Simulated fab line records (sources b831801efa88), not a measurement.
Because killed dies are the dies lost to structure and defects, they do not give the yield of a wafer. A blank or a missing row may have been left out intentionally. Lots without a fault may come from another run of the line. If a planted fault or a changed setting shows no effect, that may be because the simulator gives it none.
The tool behind it: which one? -- flow sky130 -- Sampling: 13 lots, 39 wafers, 5 of 708 route steps

== WHAT THE GAUGES SHOWED, per wafer ==
SKY_NWELL_RS_MEAS_31: the measuring method here is four-point-probe. Usual: PWDE_RS gives 5282 ohm/sq (standard deviation 20).
lot,measured,on,PWDE_RS (ohm/sq),flag
L547,day 5 10:16,film_metro-04,5270 5263 5277,
L550,day 6 00:45,film_metro-04,5291 5322 5305,
L552,day 6 14:20,film_metro-01,5276 5272 5266,
L558,day 8 01:38,film_metro-02,5271 5268 5251,
L559,day 8 13:31,film_metro-04,5304 5277 5283,
L561,day 8 20:34,film_metro-02,5275 5283 5270,
L562,day 9 15:51,film_metro-01,5277 5276 5272,
L563,day 9 21:46,film_metro-02,5307 5312 5275,
L565,day 10 02:12,film_metro-01,5286 5272 5288,
L564,day 10 03:25,film_metro-02,5299 5287 5279,
L566,day 10 05:59,film_metro-04,5262 5279 5262,
L569,day 10 22:52,film_metro-02,5289 5280 5301,
L568,day 10 23:46,film_metro-04,5277 5268 5261,

SKY_VT_ADJUST_HVTR_CD_MEAS_07 targets a cd of 380 nm. Usual: 380 nm for cd_nm, sd 3.3.
lot,measured,on,cd_nm (nm),flag
L547,day 9 11:16,cd_sem-01,379 381 382,
L550,day 10 04:56,cd_sem-01,380 381 378,
L552,day 10 23:02,cd_sem-01,377 379 378,
L558,day 12 18:23,cd_sem-02,381 381 383,
L559,day 13 08:20,cd_sem-01,376 376 378,
L561,day 13 18:38,cd_sem-02,379 380 378,
L562,day 14 17:07,cd_sem-02,377 378 379,
L563,day 14 22:56,cd_sem-01,381 382 382,
L565,day 15 06:01,cd_sem-01,372 372 369,
L564,day 15 08:31,cd_sem-02,383 380 382,
L566,day 15 12:13,cd_sem-01,382 383 383,
L569,day 16 07:09,cd_sem-02,375 376 378,
L568,day 16 08:29,cd_sem-02,377 376 379,

SKY_LDD_HVP_TW_MEAS_10. Usual: LDD_HVP_TW gives 456 (standard deviation 3.1).
lot,measured,on,LDD_HVP_TW,flag
L547,day 21 14:07,film_metro-02,456 454 458,
L550,day 22 16:32,film_metro-02,456 451 454,
L552,day 23 11:35,film_metro-04,460 459 462,
L558,day 25 11:47,film_metro-03,560 564 563,OFF
L559,day 26 01:32,film_metro-02,456 454 455,
L561,day 26 20:35,film_metro-02,566 563 564,OFF
L562,day 27 19:31,film_metro-02,456 454 457,
L563,day 27 22:47,film_metro-03,452 448 451,
L565,day 28 08:55,film_metro-02,453 455 451,
L564,day 28 13:07,film_metro-04,457 457 459,
L566,day 28 14:43,film_metro-04,459 461 458,
L569,day 29 09:02,film_metro-02,453 455 454,
L568,day 29 10:05,film_metro-04,458 458 457,

== WHAT TOOL EACH LOT RAN ON (gives the tool, then ch and the chambers of the sampled wafers, and finally the start) ==
lot,SKY_PWDE_STRIP_09,SKY_LDD_HVP_IMPLANT_08
L547,"plasma_asher-03 ch 0,1, day 3 20:21","implanter-02 ch 0, day 21 13:52"
L550,"plasma_asher-01 ch 0,1, day 4 12:20","implanter-03 ch 0, day 22 16:19"
L552,"plasma_asher-03 ch 0,1, day 5 02:31","implanter-03 ch 0, day 23 11:22"
L558,"plasma_asher-02 ch 0,1, day 6 09:04","implanter-02 ch 0, day 25 11:13"
L559,"plasma_asher-03 ch 0,1, day 6 19:03","implanter-02 ch 0, day 26 01:17"
L561,"plasma_asher-02 ch 0,1, day 7 03:21","implanter-02 ch 0, day 26 20:01"
L562,"plasma_asher-02 ch 0, day 7 22:10","implanter-02 ch 0, day 27 19:16"
L563,"plasma_asher-03 ch 0,1, day 8 03:46","implanter-02 ch 0, day 27 22:33"
L565,"plasma_asher-01 ch 0,1, day 8 07:36","implanter-01 ch 0, day 28 08:40"
L564,"plasma_asher-03 ch 0,1, day 8 08:50","implanter-03 ch 0, day 28 12:52"
L566,"plasma_asher-01 ch 0,1, day 8 11:13","implanter-01 ch 0, day 28 14:28"
L569,"plasma_asher-03 ch 0,1, day 9 01:44","implanter-02 ch 0, day 29 08:49"
L568,"plasma_asher-01 ch 0,1, day 9 02:51","implanter-02 ch 0, day 29 09:51"
- SKY_PWDE_STRIP_09: strips in O2/N2.
- SKY_LDD_HVP_IMPLANT_08

== AS READ BY THE TOOLS THEMSELVES (means over the sampled wafers that have a number; for cases with no such wafer, the mark the record gives instead) ==
SKY_PWDE_STRIP_09. Usual: drypump_motor_current_A 5.7 A, standard deviation 0.57; oes_product_au 0.722 a.u., standard deviation 0.0047; strip_time_to_endpoint_s 36.94 s, standard deviation 0.12.
lot,tool,drypump_motor_current_A (A),oes_product_au (a.u.),strip_time_to_endpoint_s (s),flag
L547,plasma_asher-03,5.6,0.724,36.91,
L550,plasma_asher-01,5.8,0.720,37.19,
L552,plasma_asher-03,5.6,0.721,37.03,
L558,plasma_asher-02,5.8,0.726,36.85,
L559,plasma_asher-03,5.6,0.724,36.89,
L561,plasma_asher-02,6.0,0.723,36.79,
L562,plasma_asher-02,6.2,0.722,36.89,
L563,plasma_asher-03,5.9,0.724,36.99,
L565,plasma_asher-01,5.3,0.721,36.66,
L564,plasma_asher-03,5.6,0.724,36.94,
L566,plasma_asher-01,5.8,0.723,36.95,
L569,plasma_asher-03,5.9,0.722,36.84,
L568,plasma_asher-01,5.3,0.720,36.87,

== THE ANSWER, worked out from the rows above alone ==
Rule: a lot is off if the mean of its wafers that have a number lies more than 3 standard deviations from the usual mean. Also off: a lot with no number at a reading for which 4 or more lots have one. All remaining lots with rows at the step are treated as sound. The gauges are gone through in route order, then the tools' own readings, and for those a lot's mean is taken as printed above. The first step at which some lot is off is used, and at that step the reading that is off furthest; a lot without a number counts as furthest.
Off: L558, L561, at SKY_LDD_HVP_TW_MEAS_10 (LDD_HVP_TW).
If a tool, at a process step before that reading, ran all the lots that are off and no sound lot after the first of them, it fits. The gauges at SKY_LDD_HVP_TW_MEAS_10 are tried like those tools. No candidate that was tried fits.

== WHAT HAD BEEN PUT IN BY THE SIMULATOR ==
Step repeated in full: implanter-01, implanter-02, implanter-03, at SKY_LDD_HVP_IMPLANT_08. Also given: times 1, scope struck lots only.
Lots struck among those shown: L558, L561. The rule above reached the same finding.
